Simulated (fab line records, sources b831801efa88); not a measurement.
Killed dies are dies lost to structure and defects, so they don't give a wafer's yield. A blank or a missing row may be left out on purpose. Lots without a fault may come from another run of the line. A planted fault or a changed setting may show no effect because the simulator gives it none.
Tool commonality check | flow sky130 | 15 lots, 45 wafers sampled

WHY IT WAS OPENED
At SKY_VIA1_RS_MEAS_22 the reading VIA1_W_RS is flagged on 3 of 15 lots. Wafers without a fault read 0.430 ohm/sq, standard deviation 0.0036.
Rule: a lot is flagged when every wafer of it that has a number lies more than 4 standard deviations from that mean, or none has a number. The other lots count as sound.

lot  | measured     | on            | VIA1_W_RS (ohm/sq), wafer by wafer | flag
L587 | day 33 23:51 | film_metro-02 | 0.432 0.429 0.431                  |
L588 | day 34 02:38 | film_metro-04 | 0.428 0.433 0.434                  |
L589 | day 35 03:10 | film_metro-03 | 0.427 0.431 0.427                  |
L593 | day 36 00:16 | film_metro-02 | 0.430 0.429 0.419                  |
L594 | day 36 11:24 | film_metro-04 | 0.424 0.432 0.428                  |
L595 | day 36 13:41 | film_metro-03 | 0.425 0.430 0.432                  |
L598 | day 37 12:14 | film_metro-04 | 0.429 0.427 0.427                  |
L599 | day 37 17:29 | film_metro-02 | 0.428 0.434 0.435                  |
L604 | day 39 11:32 | film_metro-02 | 57.658 58.043 57.706               | FLAGGED
L605 | day 39 17:36 | film_metro-03 | 58.964 57.921 58.431               | FLAGGED
L606 | day 39 21:13 | film_metro-02 | 58.346 57.984 58.273               | FLAGGED
L607 | day 40 03:51 | film_metro-04 | 0.434 0.436 0.436                  |
L608 | day 40 11:22 | film_metro-03 | 0.434 0.437 0.433                  |
L609 | day 41 15:35 | film_metro-03 | 0.432 0.424 0.427                  |
L610 | day 41 16:32 | film_metro-02 | 0.424 0.424 0.429                  |
The numbers of the flagged lots are 58.147 ohm/sq on average: +57.717 ohm/sq against the usual, or +99 or more standard deviations.

WHICH TOOL RAN EACH LOT
The record holds 3 process steps before the reading, out of a route of 708 steps. In each cell: the tool, then ch and the chambers that the sampled wafers went through, then the start.
lot  | flag    | SKY_METAL1_SPUTTER_00        | SKY_VIA1_ETCH_15                   | SKY_VIA1_CVD_21
L587 |         | pvd_sputter-02, day 31 16:01 | rie_diel-02 ch 0,1,2, day 33 23:01 | cvd_w-01 ch 0,1, day 33 23:45
L588 |         | pvd_sputter-04, day 31 18:02 | rie_diel-02 ch 1,2, day 34 01:47   | cvd_w-02 ch 0,1, day 34 02:31
L589 |         | pvd_sputter-02, day 32 20:12 | rie_diel-02 ch 0,2, day 35 02:16   | cvd_w-02 ch 0,1, day 35 03:04
L593 |         | pvd_sputter-01, day 33 16:01 | rie_diel-01 ch 1,2,3, day 35 23:26 | cvd_w-02 ch 0,1, day 36 00:11
L594 |         | pvd_sputter-02, day 34 04:05 | rie_diel-03 ch 0,1,3, day 36 10:32 | cvd_w-01 ch 0,1, day 36 11:18
L595 |         | pvd_sputter-04, day 34 06:07 | rie_diel-02 ch 0,1,3, day 36 12:50 | cvd_w-02 ch 0,1, day 36 13:34
L598 |         | pvd_sputter-01, day 35 05:22 | rie_diel-03 ch 1,2, day 37 11:25   | cvd_w-02 ch 0,1, day 37 12:08
L599 |         | pvd_sputter-04, day 35 11:34 | rie_diel-01 ch 0,1, day 37 16:34   | cvd_w-01 ch 0,1, day 37 17:23
L604 | FLAGGED | pvd_sputter-01, day 37 05:30 | rie_diel-02 ch 1,2,3, day 39 10:41 | cvd_w-01 ch 1, day 39 11:26
L605 | FLAGGED | pvd_sputter-04, day 37 12:52 | rie_diel-01 ch 0,1,2, day 39 16:46 | cvd_w-01 ch 0, day 39 17:31
L606 | FLAGGED | pvd_sputter-02, day 37 16:37 | rie_diel-01 ch 1,3, day 39 20:22   | cvd_w-01 ch 0,1, day 39 21:07
L607 |         | pvd_sputter-04, day 37 23:50 | rie_diel-03 ch 0,2, day 40 03:01   | cvd_w-01 ch 0,1, day 40 03:46
L608 |         | pvd_sputter-01, day 38 07:52 | rie_diel-01 ch 0,2,3, day 40 10:31 | cvd_w-02 ch 0,1, day 40 11:16
L609 |         | pvd_sputter-01, day 39 12:35 | rie_diel-01 ch 0,1,2, day 41 14:47 | cvd_w-01 ch 0,1, day 41 15:30
L610 |         | pvd_sputter-01, day 39 13:52 | rie_diel-02 ch 1,3, day 41 15:43   | cvd_w-01 ch 0, day 41 16:25
What these steps do:
- SKY_METAL1_SPUTTER_00: material Ti, target thk 15 nm, time 10 s.
- SKY_VIA1_ETCH_15: etches SiO2 in C4F8/O2/Ar, stops on TiN, target depth 351 nm, time 54 s.
- SKY_VIA1_CVD_21: deposits W, target thk 270 nm, time 80.902 s.
- SKY_VIA1_RS_MEAS_22: measures by four-point-probe.

FLAGGED OVER TOTAL, TOOL BY TOOL (the gauges that took the reading come last)
step                  | tool           | lots run | flagged | share of the flagged lots | sound lots run after its first flagged lot
SKY_METAL1_SPUTTER_00 | pvd_sputter-01 | 6        | 1       | some                      | 3 (L608,L609,L610)
SKY_METAL1_SPUTTER_00 | pvd_sputter-02 | 4        | 1       | some                      | 0
SKY_METAL1_SPUTTER_00 | pvd_sputter-04 | 5        | 1       | some                      | 1 (L607)
SKY_VIA1_ETCH_15      | rie_diel-01    | 6        | 2       | some                      | 2 (L608,L609)
SKY_VIA1_ETCH_15      | rie_diel-02    | 6        | 1       | some                      | 1 (L610)
SKY_VIA1_ETCH_15      | rie_diel-03    | 3        | 0       | none                      | -
SKY_VIA1_CVD_21       | cvd_w-01       | 9        | 3       | all                       | 3 (L607,L609,L610)
SKY_VIA1_CVD_21       | cvd_w-02       | 6        | 0       | none                      | -
SKY_VIA1_RS_MEAS_22   | film_metro-02  | 6        | 2       | some                      | 1 (L610)
SKY_VIA1_RS_MEAS_22   | film_metro-03  | 5        | 1       | some                      | 2 (L608,L609)
SKY_VIA1_RS_MEAS_22   | film_metro-04  | 4        | 0       | none                      | -

WHAT THE TABLE ALLOWS
1 row of the table ran every flagged lot: cvd_w-01 at SKY_VIA1_CVD_21.
- cvd_w-01 at SKY_VIA1_CVD_21: 3 of its 9 lots flagged. Sound lots ran on it after the first flagged one (L607, L609, L610), which a lasting fault on the whole tool wouldn't allow. On the flagged lots its readings are blank where sound lots have values: chamber_pressure_Torr, heater_power_outer_w, heater_power_w.
No row of the table ran every flagged lot and no sound lot after the first.

WHAT THE SIMULATOR HAD PUT IN
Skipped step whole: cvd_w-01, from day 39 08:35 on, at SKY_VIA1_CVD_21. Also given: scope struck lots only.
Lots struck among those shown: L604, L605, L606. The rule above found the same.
